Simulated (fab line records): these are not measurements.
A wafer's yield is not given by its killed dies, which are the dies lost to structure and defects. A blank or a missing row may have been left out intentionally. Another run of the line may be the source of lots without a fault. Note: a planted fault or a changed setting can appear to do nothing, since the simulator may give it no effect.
Comparing a struck lot with a sound one -- flow sky130 -- 15 steps out of a route of 708
Sound: wafers L381.1, L381.3, L381.6. Struck: wafers L370.1, L370.2, L370.4. The cause is given at the end.
Per side, at each step with rows, come the tool, then ch with its chambers, and then its first start. Under that, the readings that differ: sound wafers -- struck wafers -- difference of the means -- sigmas: that difference in standard deviations of wafers without a fault.
alike: same words and numbers on both sides, and readings whose means sit less than 2 such deviations apart. not compared: any withheld reading, any reading some wafer has no value for, any bound like >300 that may hide the same value, and any number with overlapping values for which the record gives no deviation.
A row with sigmas, a row that says differs or no value, or rows on one side alone: a step with any of these is where the two part. Numbers that don't overlap but have no deviation are shown without sigmas and don't part them. A reading missing from all wafers of one side parts the sides only when that side holds two or more wafers.

first, 3 steps without rows for these wafers: SKY_METAL2_EXPOSE_12 (exposes mask MM2, target cd 140 nm); SKY_METAL2_PEB_13; SKY_METAL2_DEVELOP_14 (develop time 60 s).
SKY_METAL2_CD_MEAS_15: the cd target is 140 nm.
  sound on cdSem-02 at day 41 06:34; struck on cdSem-01 at day 38 18:08
reading,sound,struck,difference,sigmas
cdNm (nm),141.1 142.4 142.3,137.8 138.6 136.2,-4.4,-3
SKY_METAL2_OVL_MEAS_16:
  sound on overlay-02 at day 41 06:41; struck on overlay-02 at day 38 18:15
reading,sound,struck,difference,sigmas
METAL2_OVL (nm),15 4 15,2 -5 2,-12,-2
SKY_METAL2_DESCUM_17: chemistry O2, time 8 s.
  sound on rieMetal-04 ch 0,1, day 41 06:43; struck on rieMetal-01 ch 0,1, day 38 18:17
  alike: drypumpMotorCurrentA, heBacksideLeakSccm, oesProductAu
  not compared: rfHoursCounterH
SKY_METAL2_ETCH_18: etches BARC in N2/H2, stops on SiO2, time 45.9 s, target depth 60 nm.
  sound on rieMetal-04 ch 0,1, day 41 06:45; struck on rieMetal-01 ch 0,1, day 38 18:19
  alike: drypumpMotorCurrentA, heBacksideLeakSccm, oesProductAu, throttleValvePct
  not compared: rfHoursCounterH
SKY_METAL2_METAL_ETCH_19: etches the open film in Cl2/BCl3, stops on SiO2, target depth 360 nm, time 78 s.
  sound on rieMetal-04 ch 0,1, day 41 06:49; struck on rieMetal-01 ch 0,1, day 38 18:23
  alike: drypumpMotorCurrentA, heBacksideLeakSccm, oesProductAu, throttleValvePct
  not compared: rfHoursCounterH
SKY_METAL2_STRIP_20: strips in O2/N2.
  sound on plasmaAsher-04 ch 0,1, day 41 06:54; struck on plasmaAsher-02 ch 0,1, day 38 18:28
reading,sound,struck,difference,sigmas
oesProductAu (a.u.),0.335 0.340 0.340,0.347 0.344 0.350,+0.009,+2
  alike: drypumpMotorCurrentA, stripTimeToEndpointS
  not compared: rfHoursCounterH
then, 3 steps without rows for these wafers: SKY_METAL2_STRIP_21 (strips in post etch residue remover, time 1200 s); SKY_METAL2_CLEAN_22 (cleans in IPA, time 180 s); SKY_METAL2_CLEAN_23 (cleans in O3/DIW).
SKY_VIA2_HDPCVD_00: deposits SiO2, target thk 1180 nm, time 196.7 s.
  sound on hdpcvd-02 ch 1,2, day 41 07:29; struck on hdpcvd-01 ch 0,2, day 38 19:22
SKY_VIA2_THK_MEAS_01:
  sound on filmMetro-02 at day 41 07:37; struck on filmMetro-02 at day 38 19:50
reading,sound,struck,difference,sigmas
VIA2_HDPCVD_THK (nm),1170 1172 1160,2354 2315 2326,+1164,+68
SKY_PAD_OPEN_PROBE_99:
  the record holds rows for the sound wafers here (prober-01, day 50 08:39) but none for the struck ones

WHERE THEY PART
First at SKY_METAL2_CD_MEAS_15; last, within this record, at SKY_PAD_OPEN_PROBE_99.

WHY: what the simulator had put in
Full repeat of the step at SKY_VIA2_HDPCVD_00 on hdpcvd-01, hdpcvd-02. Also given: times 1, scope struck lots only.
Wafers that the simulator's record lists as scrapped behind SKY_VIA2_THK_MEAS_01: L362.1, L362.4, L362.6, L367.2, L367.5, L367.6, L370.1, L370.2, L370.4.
